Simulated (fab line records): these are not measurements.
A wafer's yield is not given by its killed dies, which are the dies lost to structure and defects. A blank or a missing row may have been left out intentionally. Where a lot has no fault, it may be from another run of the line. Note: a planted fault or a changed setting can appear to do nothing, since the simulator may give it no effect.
Which tool did it? + flow sky130 + 24 lots, 72 wafers sampled, at 6 steps of a route of 708

WHAT THE GAUGES SHOWED, per wafer
SKY_CONTACT_OVL_MEAS_15. Usual: for CONTACT_OVL the level is 2 nm and the standard deviation is 5.5.
| lot  | measured     | on         | CONTACT_OVL (nm) | flag |
|------|--------------|------------|------------------|------|
| L074 | day 31 12:26 | overlay-01 | 8 7 6            |      |
| L075 | day 32 04:14 | overlay-02 | 6 1 2            |      |
| L076 | day 32 10:59 | overlay-01 | 1 5 7            |      |
| L077 | day 32 20:52 | overlay-01 | 3 -2 7           |      |
| L078 | day 33 11:47 | overlay-01 | 7 4 7            |      |
| L079 | day 33 19:50 | overlay-02 | 4 7 5            |      |
| L080 | day 34 04:29 | overlay-01 | 2 0 6            |      |
| L081 | day 34 05:47 | overlay-01 | 9 1 10           |      |
| L082 | day 34 14:20 | overlay-01 | 0 4 -4           |      |
| L083 | day 34 20:29 | overlay-02 | 10 10 12         |      |
| L084 | day 35 10:02 | overlay-01 | -3 -8 -8         |      |
| L085 | day 35 13:05 | overlay-01 | -4 -5 -12        |      |
| L086 | day 35 21:07 | overlay-02 | 6 -2 1           |      |
| L087 | day 36 02:10 | overlay-02 | 1 6 -5           |      |
| L088 | day 36 08:44 | overlay-02 | 9 6 7            |      |
| L089 | day 36 15:02 | overlay-01 | 5 2 6            |      |
| L090 | day 36 18:43 | overlay-01 | 4 -3 1           |      |
| L091 | day 37 02:26 | overlay-02 | 6 5 7            |      |
| L092 | day 37 14:50 | overlay-01 | 8 3 10           |      |
| L093 | day 37 19:08 | overlay-02 | 0 0 2            |      |
| L094 | day 38 01:47 | overlay-02 | 2 3 -3           |      |
| L095 | day 38 11:44 | overlay-01 | -2 3 2           |      |
| L096 | day 38 14:11 | overlay-01 | -3 -8 -14        |      |
| L097 | day 38 20:36 | overlay-02 | -4 -1 -11        |      |

SKY_VIA4_THK_MEAS_01. Usual: for VIA4_HDPCVD_THK the level is 1755 nm and the standard deviation is 16.
| lot  | measured     | on            | VIA4_HDPCVD_THK (nm) | flag |
|------|--------------|---------------|----------------------|------|
| L074 | day 41 20:44 | film_metro-02 | 1769 1783 1734       |      |
| L075 | day 42 09:37 | film_metro-01 | 1761 1743 1758       |      |
| L076 | day 42 14:37 | film_metro-01 | 1729 1742 1745       |      |
| L077 | day 43 01:32 | film_metro-04 | 1748 1799 1752       |      |
| L078 | day 43 15:37 | film_metro-02 | 1753 1748 1768       |      |
| L079 | day 43 23:08 | film_metro-04 | 1745 1755 1734       |      |
| L080 | day 44 03:49 | film_metro-01 | 1754 1767 1758       |      |
| L081 | day 44 03:07 | film_metro-02 | 1767 1742 1772       |      |
| L082 | day 44 12:43 | film_metro-01 | 1731 1740 1721       |      |
| L083 | day 44 15:55 | film_metro-01 | 1761 1739 1768       |      |
| L084 | day 45 06:38 | film_metro-02 | 1773 1765 1775       |      |
| L085 | day 45 07:47 | film_metro-01 | 1729 1747 1729       |      |
| L086 | day 45 15:44 | film_metro-02 | 1770 1757 1756       |      |
| L087 | day 45 19:21 | film_metro-02 | 1743 1745 1745       |      |
| L088 | day 45 23:29 | film_metro-02 | 1765 1735 1751       |      |
| L089 | day 46 06:30 | film_metro-02 | 1757 1747 1764       |      |
| L090 | day 46 07:04 | film_metro-02 | 1756 1733 1747       |      |
| L091 | day 46 13:38 | film_metro-04 | 1733 1750 1739       |      |
| L092 | day 46 22:34 | film_metro-04 | 1751 1745 1767       |      |
| L093 | day 47 01:51 | film_metro-01 | 1770 1778 1783       |      |
| L094 | day 47 07:16 | film_metro-04 | 1777 1751 1749       |      |
| L095 | day 47 13:33 | film_metro-02 | 1733 1771 1756       |      |
| L096 | day 47 16:20 | film_metro-02 | 1754 1759 1745       |      |
| L097 | day 47 21:32 | film_metro-04 | 1754 1760 1777       |      |

SKY_PASSIVATION_THK_MEAS_03. Usual: for PASSIVATION_CVD_02_THK the level is 539 nm and the standard deviation is 8.2.
| lot  | measured     | on            | PASSIVATION_CVD_02_THK (nm) | flag |
|------|--------------|---------------|-----------------------------|------|
| L074 | day 43 23:40 | film_metro-01 | 538 540 536                 |      |
| L075 | day 44 11:32 | film_metro-04 | 537 556 545                 |      |
| L076 | day 44 15:57 | film_metro-03 | 521 537 533                 |      |
| L077 | day 45 01:47 | film_metro-01 | 536 549 553                 |      |
| L078 | day 45 14:38 | film_metro-01 | 534 535 542                 |      |
| L079 | day 45 22:10 | film_metro-04 | 542 536 551                 |      |
| L080 | day 46 02:55 | film_metro-04 | 533 541 544                 |      |
| L081 | day 46 01:47 | film_metro-01 | 538 537 552                 |      |
| L082 | day 46 10:32 | film_metro-03 | 531 538 536                 |      |
| L083 | day 46 14:01 | film_metro-01 | 551 544 548                 |      |
| L084 | day 47 03:52 | film_metro-03 | 531 529 536                 |      |
| L085 | day 47 04:10 | film_metro-03 | 544 542 550                 |      |
| L086 | day 47 13:31 | film_metro-01 | 530 550 539                 |      |
| L087 | day 47 16:30 | film_metro-01 | 542 527 540                 |      |
| L088 | day 47 18:56 | film_metro-01 | 539 541 538                 |      |
| L089 | day 48 01:24 | film_metro-04 | 555 560 552                 |      |
| L090 | day 48 02:44 | film_metro-03 | 526 533 529                 |      |
| L091 | day 48 10:02 | film_metro-01 | 532 536 550                 |      |
| L092 | day 48 16:54 | film_metro-03 | 532 541 536                 |      |
| L093 | day 48 19:13 | film_metro-04 | 531 540 544                 |      |
| L094 | day 49 00:07 | film_metro-04 | 532 541 539                 |      |
| L095 | day 49 06:47 | film_metro-03 | 525 528 539                 |      |
| L096 | day 49 09:49 | film_metro-04 | 546 541 536                 |      |
| L097 | day 49 12:52 | film_metro-01 | 536 541 549                 |      |

WHAT TOOL EACH LOT RAN ON (gives the tool, then ch and the chambers of the sampled wafers, and finally the start)
| lot  | SKY_VIA1_SPUTTER_20          | SKY_METAL3_ETCH_16                | SKY_VIA4_SPUTTER_17          |
|------|------------------------------|-----------------------------------|------------------------------|
| L074 | pvd_sputter-03, day 33 22:26 | rie_metal-01 ch 0,1, day 38 12:08 | pvd_sputter-01, day 42 21:10 |
| L075 | pvd_sputter-03, day 34 13:57 | rie_metal-01 ch 0,1, day 39 02:37 | pvd_sputter-04, day 43 10:26 |
| L076 | pvd_sputter-03, day 34 20:06 | rie_metal-04 ch 0,1, day 39 07:48 | pvd_sputter-03, day 43 15:20 |
| L077 | pvd_sputter-04, day 35 06:17 | rie_metal-04 ch 0,1, day 39 18:50 | pvd_sputter-01, day 44 02:11 |
| L078 | pvd_sputter-03, day 35 21:01 | rie_metal-02 ch 1, day 40 08:37   | pvd_sputter-03, day 44 14:58 |
| L079 | pvd_sputter-03, day 36 05:41 | rie_metal-01 ch 0, day 40 17:26   | pvd_sputter-03, day 44 22:31 |
| L080 | pvd_sputter-04, day 36 13:11 | rie_metal-04 ch 0,1, day 40 23:22 | pvd_sputter-03, day 45 03:06 |
| L081 | pvd_sputter-01, day 36 13:20 | rie_metal-01 ch 0,1, day 40 22:00 | pvd_sputter-03, day 45 02:04 |
| L082 | pvd_sputter-03, day 36 23:22 | rie_metal-01 ch 0,1, day 41 08:55 | pvd_sputter-03, day 45 11:31 |
| L083 | pvd_sputter-04, day 37 04:22 | rie_metal-01 ch 0,1, day 41 12:08 | pvd_sputter-03, day 45 15:04 |
| L084 | pvd_sputter-03, day 37 19:44 | rie_metal-04 ch 0,1, day 42 03:34 | pvd_sputter-01, day 46 04:28 |
| L085 | pvd_sputter-04, day 37 21:23 | rie_metal-04 ch 0, day 42 05:28   | pvd_sputter-04, day 46 05:22 |
| L086 | pvd_sputter-01, day 38 05:14 | rie_metal-04 ch 0,1, day 42 13:09 | pvd_sputter-04, day 46 13:37 |
| L087 | pvd_sputter-03, day 38 10:43 | rie_metal-04 ch 0,1, day 42 17:47 | pvd_sputter-03, day 46 16:20 |
| L088 | pvd_sputter-01, day 38 16:39 | rie_metal-01 ch 0,1, day 42 23:35 | pvd_sputter-04, day 46 18:53 |
| L089 | pvd_sputter-01, day 38 22:44 | rie_metal-02 ch 0,1, day 43 05:37 | pvd_sputter-04, day 47 03:25 |
| L090 | pvd_sputter-03, day 39 01:53 | rie_metal-04 ch 1, day 43 07:40   | pvd_sputter-01, day 47 04:55 |
| L091 | pvd_sputter-04, day 39 09:01 | rie_metal-04 ch 1, day 43 15:28   | pvd_sputter-01, day 47 12:44 |
| L092 | pvd_sputter-01, day 39 21:33 | rie_metal-01 ch 0,1, day 44 02:29 | pvd_sputter-03, day 47 19:46 |
| L093 | pvd_sputter-04, day 40 00:37 | rie_metal-01 ch 0,1, day 44 06:46 | pvd_sputter-01, day 47 22:14 |
| L094 | pvd_sputter-03, day 40 08:24 | rie_metal-01 ch 0, day 44 12:53   | pvd_sputter-03, day 48 03:34 |
| L095 | pvd_sputter-01, day 40 17:26 | rie_metal-02 ch 0,1, day 44 20:54 | pvd_sputter-03, day 48 09:28 |
| L096 | pvd_sputter-03, day 40 19:55 | rie_metal-02 ch 0,1, day 44 23:02 | pvd_sputter-01, day 48 13:16 |
| L097 | pvd_sputter-01, day 41 01:52 | rie_metal-04 ch 0,1, day 45 03:59 | pvd_sputter-03, day 48 17:03 |
- SKY_VIA1_SPUTTER_20: material TiN, target thk 20 nm, time 80 s.
- SKY_METAL3_ETCH_16: etches BARC in N2/H2, stops on SiO2, time 88.2 s, target depth 60 nm.
- SKY_VIA4_SPUTTER_17: material TiN, target thk 20 nm, time 80 s.

AS READ BY THE TOOLS THEMSELVES (means over the sampled wafers that have a number; for cases with no such wafer, the mark the record gives instead)
SKY_VIA1_SPUTTER_20. Usual: chamber_pressure_pa 5.001 Pa, standard deviation 0.0097; throttle_valve_pct 29.8 %, standard deviation 1.2.
| lot  | tool           | chamber_pressure_pa (Pa) | throttle_valve_pct (%) | flag |
|------|----------------|--------------------------|------------------------|------|
| L074 | pvd_sputter-03 | 5.008                    | 29.8                   |      |
| L075 | pvd_sputter-03 | 5.004                    | 30.0                   |      |
| L076 | pvd_sputter-03 | 4.981                    | 28.7                   |      |
| L077 | pvd_sputter-04 | 5.004                    | 30.4                   |      |
| L078 | pvd_sputter-03 | 4.999                    | 29.8                   |      |
| L079 | pvd_sputter-03 | 4.999                    | 28.9                   |      |
| L080 | pvd_sputter-04 | 5.004                    | 31.1                   |      |
| L081 | pvd_sputter-01 | 5.003                    | 28.7                   |      |
| L082 | pvd_sputter-03 | 4.996                    | 28.8                   |      |
| L083 | pvd_sputter-04 | 5.006                    | 30.5                   |      |
| L084 | pvd_sputter-03 | 4.995                    | 28.9                   |      |
| L085 | pvd_sputter-04 | 5.001                    | 29.8                   |      |
| L086 | pvd_sputter-01 | 5.003                    | 29.6                   |      |
| L087 | pvd_sputter-03 | 5.003                    | 29.9                   |      |
| L088 | pvd_sputter-01 | 5.003                    | 30.3                   |      |
| L089 | pvd_sputter-01 | 4.996                    | 30.2                   |      |
| L090 | pvd_sputter-03 | 5.003                    | 28.9                   |      |
| L091 | pvd_sputter-04 | 4.993                    | 29.8                   |      |
| L092 | pvd_sputter-01 | 5.009                    | 29.6                   |      |
| L093 | pvd_sputter-04 | 5.001                    | 30.3                   |      |
| L094 | pvd_sputter-03 | 5.000                    | 29.9                   |      |
| L095 | pvd_sputter-01 | 5.005                    | 29.8                   |      |
| L096 | pvd_sputter-03 | 5.009                    | 29.8                   |      |
| L097 | pvd_sputter-01 | 5.001                    | 29.8                   |      |

SKY_METAL3_ETCH_16. Usual: drypump_motor_current_A 5.7 A, standard deviation 0.71; h2_flow_sccm 200.0 sccm, standard deviation 0.58; n2_flow_sccm 100.0 sccm, standard deviation 0.3; oes_product_au 0.626 a.u., standard deviation 0.0036; throttle_valve_pct 13.204 %, standard deviation 0.0091.
| lot  | tool         | drypump_motor_current_A (A) | h2_flow_sccm (sccm) | n2_flow_sccm (sccm) | oes_product_au (a.u.) | throttle_valve_pct (%) | flag |
|------|--------------|-----------------------------|---------------------|---------------------|-----------------------|------------------------|------|
| L074 | rie_metal-01 | 5.1                         | 200.3               | 100.3               | 0.624                 | 13.201                 |      |
| L075 | rie_metal-01 | 5.1                         | 199.7               | 99.7                | 0.627                 | 13.209                 |      |
| L076 | rie_metal-04 | 6.4                         | 200.0               | 100.0               | 0.626                 | 13.203                 |      |
| L077 | rie_metal-04 | 5.9                         | 199.8               | 100.1               | 0.626                 | 13.204                 |      |
| L078 | rie_metal-02 | 6.4                         | 200.1               | 99.4                | 0.626                 | 13.208                 |      |
| L079 | rie_metal-01 | 5.2                         | 199.5               | 100.2               | 0.624                 | 13.203                 |      |
| L080 | rie_metal-04 | 6.4                         | 200.7               | 100.4               | 0.628                 | 13.213                 |      |
| L081 | rie_metal-01 | 5.1                         | 200.1               | 100.0               | 0.623                 | 13.205                 |      |
| L082 | rie_metal-01 | 5.0                         | 199.7               | 100.1               | 0.625                 | 13.206                 |      |
| L083 | rie_metal-01 | 5.0                         | 199.7               | 100.1               | 0.623                 | 13.213                 |      |
| L084 | rie_metal-04 | 5.9                         | 200.0               | 99.9                | 0.626                 | 13.197                 |      |
| L085 | rie_metal-04 | 5.5                         | 199.9               | 99.8                | 0.626                 | 13.206                 |      |
| L086 | rie_metal-04 | 6.4                         | 200.0               | 99.7                | 0.624                 | 13.205                 |      |
| L087 | rie_metal-04 | 5.9                         | 199.6               | 100.1               | 0.629                 | 13.205                 |      |
| L088 | rie_metal-01 | 5.0                         | 199.7               | 99.9                | 0.624                 | 13.201                 |      |
| L089 | rie_metal-02 | 6.1                         | 200.3               | 100.3               | 0.624                 | 13.198                 |      |
| L090 | rie_metal-04 | 6.8                         | 200.8               | 99.9                | 0.624                 | 13.207                 |      |
| L091 | rie_metal-04 | 6.8                         | 200.2               | 100.2               | 0.628                 | 13.202                 |      |
| L092 | rie_metal-01 | 5.2                         | 200.8               | 100.5               | 0.627                 | 13.201                 |      |
| L093 | rie_metal-01 | 5.2                         | 200.3               | 99.8                | 0.625                 | 13.205                 |      |
| L094 | rie_metal-01 | 5.3                         | 199.6               | 99.8                | 0.628                 | 13.207                 |      |
| L095 | rie_metal-02 | 6.2                         | 200.1               | 99.8                | 0.626                 | 13.206                 |      |
| L096 | rie_metal-02 | 6.1                         | 200.4               | 100.1               | 0.629                 | 13.206                 |      |
| L097 | rie_metal-04 | 6.4                         | 199.8               | 99.6                | 0.627                 | 13.212                 |      |

SKY_VIA4_SPUTTER_17. Usual: chamber_pressure_pa 5.000 Pa, standard deviation 0.01; throttle_valve_pct 29.8 %, standard deviation 1.2.
| lot  | tool           | chamber_pressure_pa (Pa) | throttle_valve_pct (%) | flag |
|------|----------------|--------------------------|------------------------|------|
| L074 | pvd_sputter-01 | 4.994                    | 29.4                   |      |
| L075 | pvd_sputter-04 | 5.002                    | 31.0                   |      |
| L076 | pvd_sputter-03 | 4.988                    | 29.9                   |      |
| L077 | pvd_sputter-01 | 5.001                    | 28.7                   |      |
| L078 | pvd_sputter-03 | 4.991                    | 31.1                   |      |
| L079 | pvd_sputter-03 | 5.002                    | 28.8                   |      |
| L080 | pvd_sputter-03 | 4.997                    | 28.8                   |      |
| L081 | pvd_sputter-03 | 5.005                    | 30.9                   |      |
| L082 | pvd_sputter-03 | 4.994                    | 29.9                   |      |
| L083 | pvd_sputter-03 | 5.003                    | 29.8                   |      |
| L084 | pvd_sputter-01 | 4.990                    | 29.7                   |      |
| L085 | pvd_sputter-04 | 5.002                    | 29.5                   |      |
| L086 | pvd_sputter-04 | 5.006                    | 30.6                   |      |
| L087 | pvd_sputter-03 | 4.993                    | 29.7                   |      |
| L088 | pvd_sputter-04 | 5.001                    | 29.8                   |      |
| L089 | pvd_sputter-04 | 4.999                    | 30.3                   |      |
| L090 | pvd_sputter-01 | 4.997                    | 29.7                   |      |
| L091 | pvd_sputter-01 | 5.008                    | 29.7                   |      |
| L092 | pvd_sputter-03 | 4.993                    | 28.9                   |      |
| L093 | pvd_sputter-01 | 4.999                    | 28.9                   |      |
| L094 | pvd_sputter-03 | 5.006                    | 28.7                   |      |
| L095 | pvd_sputter-03 | 5.002                    | 30.8                   |      |
| L096 | pvd_sputter-01 | 5.003                    | 29.2                   |      |
| L097 | pvd_sputter-03 | 4.993                    | 29.9                   |      |

THE ANSWER, worked out from the rows above alone
Rule: a lot is off if the mean of its wafers that have a number lies more than 3 standard deviations from the usual mean. A lot without any number at a reading at which 4 lots or more have one is off too. The other lots that the step has rows for count as sound. The gauges are gone through in route order, then the tools' own readings, and for those a lot's mean is taken as printed above. At the first step where some lot is off, the reading lying furthest off is the one used; lots without a number count as furthest.
Nothing can be told from this: no lot is off at any reading shown.

WHAT HAD BEEN PUT IN BY THE SIMULATOR
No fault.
